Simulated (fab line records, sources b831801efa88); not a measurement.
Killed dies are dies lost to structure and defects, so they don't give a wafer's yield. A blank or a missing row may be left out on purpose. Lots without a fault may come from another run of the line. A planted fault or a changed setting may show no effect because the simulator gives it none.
Which tool did it? | flow gf180mcu | 13 lots, 39 wafers sampled, at 3 steps of a route of 602

WHAT THE GAUGES READ, wafer by wafer
GF_CONTACT_BOW_MEAS_05.
lot  | measured     | on            | CONTACT_BOW (um)
L564 | day 15 17:28 | film_metro-01 | 59 61 51
L567 | day 16 19:02 | film_metro-01 | 51 58 69
L568 | day 17 11:21 | film_metro-03 | 66 73 72
L569 | day 17 16:16 | film_metro-01 | 68 66 61
L570 | day 17 22:04 | film_metro-01 | 62 68 71
L571 | day 18 04:01 | film_metro-02 | 60 67 67
L572 | day 18 18:56 | film_metro-03 | 63 64 63
L573 | day 18 23:09 | film_metro-03 | 66 60 62
L579 | day 21 02:50 | film_metro-01 | 65 63 64
L581 | day 21 21:01 | film_metro-02 | 61 63 69
L584 | day 22 18:59 | film_metro-03 | 75 87 76
L585 | day 23 04:06 | film_metro-03 | 63 58 68
L586 | day 23 14:35 | film_metro-02 | 52 56 53

GF_CONTACT_CD_MEAS_14: target cd 220 nm.
lot  | measured     | on        | cd_nm (nm)
L564 | day 16 15:46 | cd_sem-01 | 219.3 218.4 217.4
L567 | day 17 17:53 | cd_sem-02 | 218.7 218.8 219.9
L568 | day 18 10:26 | cd_sem-02 | 221.3 221.2 221.3
L569 | day 18 15:46 | cd_sem-01 | 222.0 220.8 218.8
L570 | day 18 22:27 | cd_sem-02 | 220.2 219.8 220.0
L571 | day 19 03:32 | cd_sem-02 | 219.1 219.8 218.8
L572 | day 19 19:18 | cd_sem-01 | 224.2 222.4 223.8
L573 | day 19 23:41 | cd_sem-02 | 220.2 219.5 219.5
L579 | day 22 02:56 | cd_sem-01 | 219.6 219.5 220.0
L581 | day 22 20:35 | cd_sem-02 | 218.9 216.7 218.3
L584 | day 23 17:43 | cd_sem-01 | 219.6 220.6 219.7
L585 | day 24 02:06 | cd_sem-01 | 221.6 221.0 222.3
L586 | day 24 12:26 | cd_sem-02 | 221.4 222.2 222.3

GF_CONTACT_OVL_MEAS_15.
lot  | measured     | on         | CONTACT_OVL (nm)
L564 | day 16 15:53 | overlay-01 | 6 2 -6
L567 | day 17 17:59 | overlay-02 | -7 -4 -2
L568 | day 18 10:34 | overlay-01 | 1 2 2
L569 | day 18 15:53 | overlay-02 | 0 -8 -1
L570 | day 18 22:34 | overlay-02 | -12 -18 -9
L571 | day 19 03:37 | overlay-01 | -6 -7 -5
L572 | day 19 19:25 | overlay-01 | -6 -14 -16
L573 | day 19 23:47 | overlay-01 | -6 -10 -7
L579 | day 22 03:04 | overlay-01 | 8 1 2
L581 | day 22 20:41 | overlay-02 | -6 -11 -2
L584 | day 23 17:49 | overlay-02 | 1 4 8
L585 | day 24 02:13 | overlay-01 | 0 -3 -2
L586 | day 24 12:32 | overlay-02 | 3 12 16

WHICH TOOL RAN EACH LOT (tool, then ch and the chambers of the sampled wafers, then the start)
The record holds no process step before these readings.

WHAT THE TOOLS THEMSELVES READ (means of the sampled wafers that have a number; where no wafer has one, the mark that the record gives instead)
The record holds no such reading with a usual standard deviation.

THE ANSWER, worked out from the rows above alone
Rule: what is usual is taken from the lots themselves. Put in order of their means at a reading, lots are off if they are a third of the lots or fewer, leave a main group of 4 or more, and stand apart from it by a gap of 3 or more times the standard deviation of the main group's means; of several such gaps the widest counts. A main group whose means are all the same, to the digits that the tables above print for the reading, isn't used. A lot without any number at a reading at which 4 lots or more have one is off too. The other lots that the step has rows for count as sound. The gauges are gone through in route order, then the tools' own readings, and for those a lot's mean is taken as printed above. The first step at which some lot is off is used, and at that step the reading that is off furthest; a lot without a number counts as furthest.
No lot is off at any reading shown: from this, nothing can be told.

WHAT THE SIMULATOR HAD PUT IN
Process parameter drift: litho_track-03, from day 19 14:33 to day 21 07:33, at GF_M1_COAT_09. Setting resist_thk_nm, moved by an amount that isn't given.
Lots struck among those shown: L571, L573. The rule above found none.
